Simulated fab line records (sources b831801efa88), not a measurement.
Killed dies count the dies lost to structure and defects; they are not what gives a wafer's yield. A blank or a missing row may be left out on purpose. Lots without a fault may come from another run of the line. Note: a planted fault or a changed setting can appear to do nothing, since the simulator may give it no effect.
A lot that was struck, set against a sound lot | flow sky130 | 15 steps out of a route of 708
Sound: the wafers L882.4, L882.5, L882.6. Wafers struck: L873.1, L873.2, L873.4. The cause is named last.
At each step with rows: each side's tool, then ch and its chambers, then its first start. Under that, the readings that differ: sound wafers | struck wafers | difference of the means | sigmas: that difference in standard deviations of wafers without a fault.
alike: same words and numbers on both sides, and readings whose means sit less than 2 such deviations apart. not compared: any withheld reading, any reading some wafer has no value for, any bound like >300 that may hide the same value, and any number with overlapping values for which the record gives no deviation.
The two part at a step that has a row with sigmas, a row that says differs or no value, or rows on one side only. Numbers that don't overlap but have no deviation are shown without sigmas and don't part them. A reading that every wafer of one side lacks parts them only if that side has two wafers or more.

SKY_VIA2_CD_MEAS_12: the cd target is 200 nm.
  struck on cd sem-02, day 39 21:25; sound on cd sem-01, day 42 21:01
  alike: cd nm
SKY_VIA2_OVL_MEAS_13:
  struck on overlay-02, day 39 21:32; sound on overlay-02, day 42 21:05
  alike: VIA2_OVL
SKY_VIA2_ETCH_14: etches BARC in N2/H2, stops on SiO2, time 45.9 s, target depth 60 nm.
  sound on rie diel-04 ch 0,2,3, day 42 21:07; struck on rie diel-02 ch 0,2,3, day 39 21:34
  alike: bias w, chamber pressure mTorr, drypump motor current A, oes product au, throttle valve pct
  not compared: rf hours counter h
then, 1 step without rows for these wafers: SKY_VIA2_ETCH_15 (etches SiO2 in C4F8/O2/Ar, stops on TiN, target depth 546 nm, time 84 s).
SKY_VIA2_STRIP_16: strips in O2/N2.
  sound on plasma asher-03 ch 0,1, day 42 21:15; struck on plasma asher-03 ch 0,1, day 39 21:40
  alike: chamber pressure mTorr, drypump motor current A, o2 flow sccm, oes product au, strip time to endpoint s
  not compared: rf hours counter h
then, 3 steps without rows for these wafers: SKY_VIA2_STRIP_17 (strips in post etch residue remover, time 1200 s); SKY_VIA2_CLEAN_18 (cleans in IPA, time 180 s); SKY_VIA2_CLEAN_19 (cleans in O3/DIW).
SKY_VIA2_SPUTTER_20: material TiN, target thk 20 nm, time 80 s.
  struck on pvd sputter-04, day 39 22:17; sound on pvd sputter-01, day 42 21:52
  alike: cathode dc power W, throttle valve pct
SKY_VIA2_CVD_21: deposits W, target thk 420 nm, time 126.4 s.
  sound on cvd w-02 ch 0,1, day 42 21:59; struck on cvd w-01 ch 0,1, day 39 22:20
  alike: chamber pressure Torr, heater power w
SKY_VIA2_RS_MEAS_22: measurement is done with a four-point probe.
  struck on film metro-02, day 39 22:28; sound on film metro-04, day 42 22:07
  alike: VIA2_W_RS
SKY_VIA2_THK_MEAS_23: measures by xrf.
  struck on film metro-02, day 39 22:35; sound on film metro-04, day 42 22:13
  alike: VIA2_W_THK
SKY_VIA2_CMP_24: polishes, stops on SiO2, t overpolish 20 s, target thk 0 nm.
  sound on cmp-01 ch 0,1,2, day 42 22:20; struck on cmp-01 ch 0,1,3, day 39 22:39
  reading              | sound                | struck               | difference | sigmas
  overpolish run s (s) | 19.996 20.014 19.989 | 11.086 11.087 11.087 | -8.913     | -99 or more
  t overpolish s (s)   | 20 20 20             | 11.086 11.086 11.086 | -8.914     |
  alike: motor current A, slurry filter dp kPa, time to endpoint s
SKY_METAL3_SPUTTER_00: material Ti, target thk 15 nm, time 10 s.
  struck on pvd sputter-02, day 39 22:57; sound on pvd sputter-02, day 42 22:32
  alike: cathode dc power W, throttle valve pct
-- the record jumps here: 9 days lie between the struck wafers' starts before and after (it left off in module METAL3 and takes up again in module PAD_OPEN, whose first step shown is number 708 of the route) --
SKY_PAD_OPEN_PROBE_99:
  struck on prober-01, day 48 17:40; sound on prober-02, day 50 18:27
  reading         | sound | struck | difference | sigmas
  killed at other | 0 0 0 | 3 0 1  | +1         | +2
  alike: defect limited yield, killed_at_M0_to_M3, killed_at_M4_up, killed at contacts, killed at front end, killed dies, killed open, killed short, sort_bin_3_pad_short, sort_bin_5_function, sort_bin_6_memory, sort n pass, sort yield pct

## WHERE THEY PART
Earliest at SKY_VIA2_CMP_24; latest, in this record, at SKY_PAD_OPEN_PROBE_99.

WHY: what had been put in by the simulator
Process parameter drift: cmp-01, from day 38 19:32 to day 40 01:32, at SKY_VIA2_CMP_24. From 20, the setting t overpolish s moved by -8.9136. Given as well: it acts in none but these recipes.
